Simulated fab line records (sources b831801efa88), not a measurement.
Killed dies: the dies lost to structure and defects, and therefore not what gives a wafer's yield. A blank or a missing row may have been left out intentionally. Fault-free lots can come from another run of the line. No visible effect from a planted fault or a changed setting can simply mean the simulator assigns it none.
A struck lot beside a sound one || flow gf180mcu || 18 out of 602 route steps
Sound: the wafers L942.1, L942.2, L942.4. Wafers L945.2, L945.5 were the ones struck. Last of all comes the cause.
Each step with rows lists, per side, the tool, then ch with its chambers, then its first start. Under that, the readings that differ: sound wafers || struck wafers || difference of the means || sigmas: that difference in standard deviations of wafers without a fault.
alike: readings with means less than 2 such deviations apart, plus words and numbers identical on both sides. not compared: withheld readings, readings lacking a value on some wafer, bounds such as >300 that could conceal the same value, and numbers that have no deviation in the record and whose values overlap.
Wherever a step has rows on one side only, a row that says differs or no value, or a row with sigmas, the two part there. When numbers do not overlap yet have no deviation, they are printed without sigmas and do not part them. A reading that every wafer of one side lacks parts them only if that side has two wafers or more.

first, 2 steps without rows for these wafers: GF_CONTACT_PEB_12 (peb time 90 s); GF_CONTACT_DEVELOP_13 (develop time 60 s).
GF_CONTACT_CD_MEAS_14: the cd target is 220 nm.
  sound: cdSem-02 at day 17 11:44; struck: cdSem-02 at day 18 17:12
  alike: cdNm
GF_CONTACT_OVL_MEAS_15:
  sound: overlay-02 at day 17 11:51; struck: overlay-02 at day 18 17:18
  alike: CONTACT_OVL
GF_CONTACT_ETCH_16: etches BARC in N2/H2.
  sound on rieDiel-03 ch 0,2,3, day 17 11:53; struck on rieDiel-02 ch 0,1, day 18 17:20
  alike: drypumpMotorCurrentA, oesProductAu, throttleValvePct
then, 1 step without rows for these wafers: GF_CONTACT_ETCH_17 (etches SiO2 in C4F8/O2/Ar, stops on CoSi2, target depth 860 nm).
GF_CONTACT_STRIP_18: strips in O2/N2.
  sound on plasmaAsher-04 ch 0,1, day 17 12:02; struck on plasmaAsher-03 ch 0,1, day 18 17:29
  alike: drypumpMotorCurrentA, heaterPowerW, oesProductAu
  not compared: rfHoursCounterH
then, 3 steps without rows for these wafers: GF_CONTACT_CLEAN_19 (cleans in SPM); GF_CONTACT_CLEAN_20 (cleans in DIW); GF_CONTACT_CLEAN_21 (cleans in dHF, time 20 s).
GF_CONTACT_SPUTTER_22: material Ti, target thk 15 nm, time 80.02 s.
  sound: pvdSputter-03 at day 17 12:21; struck: pvdSputter-03 at day 18 17:47
  alike: throttleValvePct
GF_CONTACT_SPUTTER_23: material TiN, target thk 10 nm, time 40 s.
  sound: pvdSputter-03 at day 17 12:25; struck: pvdSputter-03 at day 18 17:51
  alike: throttleValvePct
GF_CONTACT_CVD_24: deposits W, target thk 300 nm, time 90.339 s.
  sound on cvdW-02 ch 0,1, day 17 12:27; struck on cvdW-02 ch 0, day 18 17:53
{"reading": "heaterPowerOuterW (W)", "sound": "594 514 582", "struck": "689 695", "difference": "+129", "sigmas": "+4"}
{"reading": "heaterPowerW (W)", "sound": "882 844 877", "struck": "1013 1016", "difference": "+147", "sigmas": "+3"}
{"reading": "susceptorTempC (C)", "sound": "400.24 400.41 399.75", "struck": "423.73 423.74", "difference": "+23.60", "sigmas": "+98"}
{"reading": "model.W_of_CONTACT_CVD_24.thkNm (nm)", "sound": "298.1 296.2 300.7", "struck": "451.2 447.6", "difference": "+151.1", "sigmas": ""}
GF_CONTACT_RS_MEAS_25: a four-point-probe measurement.
  sound: filmMetro-04 at day 17 12:33; struck: filmMetro-01 at day 18 18:01
{"reading": "CONTACT_W_RS (ohm/sq)", "sound": "0.384 0.386 0.382", "struck": "0.253 0.255", "difference": -0.130, "sigmas": -41}
GF_CONTACT_THK_MEAS_26: measures by xrf.
  sound: filmMetro-04 at day 17 12:40; struck: filmMetro-01 at day 18 18:07
{"reading": "CONTACT_W_THK (nm)", "sound": "299.7 298.7 301.6", "struck": "464.1 456.1", "difference": "+160.1", "sigmas": "+53"}
GF_CONTACT_CMP_27: polishes, stops on SiO2, t overpolish 15 s, target thk 0 nm.
  sound on cmp-02 ch 0,1,2, day 17 12:44; struck on cmp-01 ch 0,1, day 18 18:13
{"reading": "timeToEndpointS (s)", "sound": "65 71 72", "struck": "113 111", "difference": "+43", "sigmas": "+13"}
  alike: headPressurePsi, motorCurrentA, slurryFilterDpKPa
GF_M1_SPUTTER_00: material Ti, target thk 37.5 nm, time 150 s.
  sound: pvdSputter-04 at day 17 13:02; struck: pvdSputter-04 at day 18 18:28
  alike: throttleValvePct
GF_PASSIVATION_PROBE_99:
  the record holds rows for the sound wafers here (prober-02, day 30 05:42) but none for the struck ones

== WHERE THEY PART ==
Earliest at GF_CONTACT_CVD_24; latest, in this record, at GF_PASSIVATION_PROBE_99.

WHY: what the simulator had put in
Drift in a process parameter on cvdW-02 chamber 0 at GF_CONTACT_CVD_24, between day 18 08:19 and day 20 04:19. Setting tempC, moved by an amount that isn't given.
